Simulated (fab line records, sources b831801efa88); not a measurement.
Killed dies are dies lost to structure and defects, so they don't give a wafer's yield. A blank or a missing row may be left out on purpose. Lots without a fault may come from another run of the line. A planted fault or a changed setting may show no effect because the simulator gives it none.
A sampling plan put to the test | flow sky130 | one fab line, 16 faults that these records tell of, each judged on the records of the lots that it struck
The plan is the line's own looks: the steps of the route at which a gauge or an inspection reads the wafer and doesn't change it. A look can be judged if struck wafers have a number there and the file gives its usual mean and standard deviation on fault-free wafers. Caught: at a look after the fault's first step, the mean of the struck wafers lies 4 or more of those standard deviations (sigma) from the usual mean. On the tool: the same test on the tool's own readings at the fault's steps. Another recipe on the struck wafers, or a record that is blank for them alone, also counts as caught.

THE FAULTS, as the simulator had put them in
1. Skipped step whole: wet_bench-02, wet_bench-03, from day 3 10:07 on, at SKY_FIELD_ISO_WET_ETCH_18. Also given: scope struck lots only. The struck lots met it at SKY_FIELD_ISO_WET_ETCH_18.
2. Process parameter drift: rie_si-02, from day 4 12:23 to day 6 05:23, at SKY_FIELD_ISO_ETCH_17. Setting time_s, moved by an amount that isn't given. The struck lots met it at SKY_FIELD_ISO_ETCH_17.
3. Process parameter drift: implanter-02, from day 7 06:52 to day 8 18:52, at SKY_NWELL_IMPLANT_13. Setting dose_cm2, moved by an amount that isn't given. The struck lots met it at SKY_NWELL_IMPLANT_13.
4. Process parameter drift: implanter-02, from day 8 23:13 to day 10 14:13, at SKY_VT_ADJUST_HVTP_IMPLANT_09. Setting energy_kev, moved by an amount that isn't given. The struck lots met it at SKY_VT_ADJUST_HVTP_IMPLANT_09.
5. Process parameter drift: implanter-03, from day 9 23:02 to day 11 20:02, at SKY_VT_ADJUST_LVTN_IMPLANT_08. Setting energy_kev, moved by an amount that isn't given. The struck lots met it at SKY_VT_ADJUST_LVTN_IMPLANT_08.
6. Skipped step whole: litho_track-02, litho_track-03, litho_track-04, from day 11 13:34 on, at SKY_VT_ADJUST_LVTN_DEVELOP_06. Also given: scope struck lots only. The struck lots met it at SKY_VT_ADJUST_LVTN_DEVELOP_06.
7. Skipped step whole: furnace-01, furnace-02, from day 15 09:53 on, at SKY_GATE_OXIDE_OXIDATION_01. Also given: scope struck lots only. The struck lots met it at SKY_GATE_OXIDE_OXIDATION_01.
8. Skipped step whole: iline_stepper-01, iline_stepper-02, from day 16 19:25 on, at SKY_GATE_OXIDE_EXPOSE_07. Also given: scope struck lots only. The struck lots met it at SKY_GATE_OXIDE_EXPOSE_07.
9. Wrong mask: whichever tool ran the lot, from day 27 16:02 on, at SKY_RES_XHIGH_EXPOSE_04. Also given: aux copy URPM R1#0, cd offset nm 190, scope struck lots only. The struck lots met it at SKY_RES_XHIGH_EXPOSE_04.
10. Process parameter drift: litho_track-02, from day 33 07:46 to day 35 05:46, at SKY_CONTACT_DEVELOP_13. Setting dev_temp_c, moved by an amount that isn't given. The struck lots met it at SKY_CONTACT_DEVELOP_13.
11. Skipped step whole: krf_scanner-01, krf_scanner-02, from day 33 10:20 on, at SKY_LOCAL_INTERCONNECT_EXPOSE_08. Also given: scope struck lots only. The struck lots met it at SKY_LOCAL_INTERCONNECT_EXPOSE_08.
12. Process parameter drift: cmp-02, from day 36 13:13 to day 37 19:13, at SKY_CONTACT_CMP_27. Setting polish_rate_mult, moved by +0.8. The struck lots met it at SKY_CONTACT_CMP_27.
13. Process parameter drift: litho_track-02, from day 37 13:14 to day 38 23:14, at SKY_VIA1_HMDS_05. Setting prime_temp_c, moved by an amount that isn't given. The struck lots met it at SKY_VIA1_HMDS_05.
14. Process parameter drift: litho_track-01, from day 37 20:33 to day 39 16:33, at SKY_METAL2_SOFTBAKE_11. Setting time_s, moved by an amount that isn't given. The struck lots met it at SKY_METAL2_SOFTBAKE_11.
15. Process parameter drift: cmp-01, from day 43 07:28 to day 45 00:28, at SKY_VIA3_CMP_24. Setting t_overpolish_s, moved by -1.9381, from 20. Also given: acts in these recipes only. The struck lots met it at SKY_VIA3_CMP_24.
16. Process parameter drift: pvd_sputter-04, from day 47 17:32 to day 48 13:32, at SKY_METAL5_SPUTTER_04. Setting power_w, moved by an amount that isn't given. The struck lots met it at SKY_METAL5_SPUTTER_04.

WHAT THE PLAN SAW
fault | on the tool itself                               | first look that catches it                      | reading, sigma | median hours from its first step to that look | hours from the fault's start to the first struck lot there | judged looks passed uncaught
1     | the tool's record is blank for the struck wafers | no look after it can be judged                  | -              | -                                             | -                                                          | 0
2     | run_length_s -17 sigma                           | none of the 2 looks that can be judged after it | -              | -                                             | -                                                          | 2
3     | dose_ions_cm2 -13 sigma                          | no look after it can be judged                  | -              | -                                             | -                                                          | 0
4     | beam_energy_keV +99 or beyond sigma              | not the one look that can be judged after it    | -              | -                                             | -                                                          | 1
5     | beam_energy_keV +99 or beyond sigma              | not the one look that can be judged after it    | -              | -                                             | -                                                          | 1
6     | the tool's record is blank for the struck wafers | none of the 2 looks that can be judged after it | -              | -                                             | -                                                          | 2
7     | the tool's record is blank for the struck wafers | no look after it can be judged                  | -              | -                                             | -                                                          | 0
8     | no reading that can be judged                    | no look after it can be judged                  | -              | -                                             | -                                                          | 0
9     | no reading that can be judged                    | none of the 2 looks that can be judged after it | -              | -                                             | -                                                          | 2
10    | developer_temp_C +6.0 sigma                      | no look after it can be judged                  | -              | -                                             | -                                                          | 0
11    | no reading that can be judged                    | no look after it can be judged                  | -              | -                                             | -                                                          | 0
12    | time_to_endpoint_s -7.3 sigma                    | not the one look that can be judged after it    | -              | -                                             | -                                                          | 1
13    | prime_temp_c +21 sigma                           | no look after it can be judged                  | -              | -                                             | -                                                          | 0
14    | run_length_s +36 sigma                           | no look after it can be judged                  | -              | -                                             | -                                                          | 0
15    | overpolish_run_s -99 or beyond sigma             | no look after it can be judged                  | -              | -                                             | -                                                          | 0
16    | cathode_dc_power_W +99 or beyond sigma           | no look after it can be judged                  | -              | -                                             | -                                                          | 0
A dash: the fault isn't caught, or these records don't give the number.

Caught at a look: 0 of 16. Caught on the tool: 13 of 16. By one or the other: 13 of 16.
Caught on the tool alone: faults 1, 2, 3, 4, 5, 6, 7, 10, 12, 13, 14, 15, 16.
Caught by neither: faults 8, 9, 11.
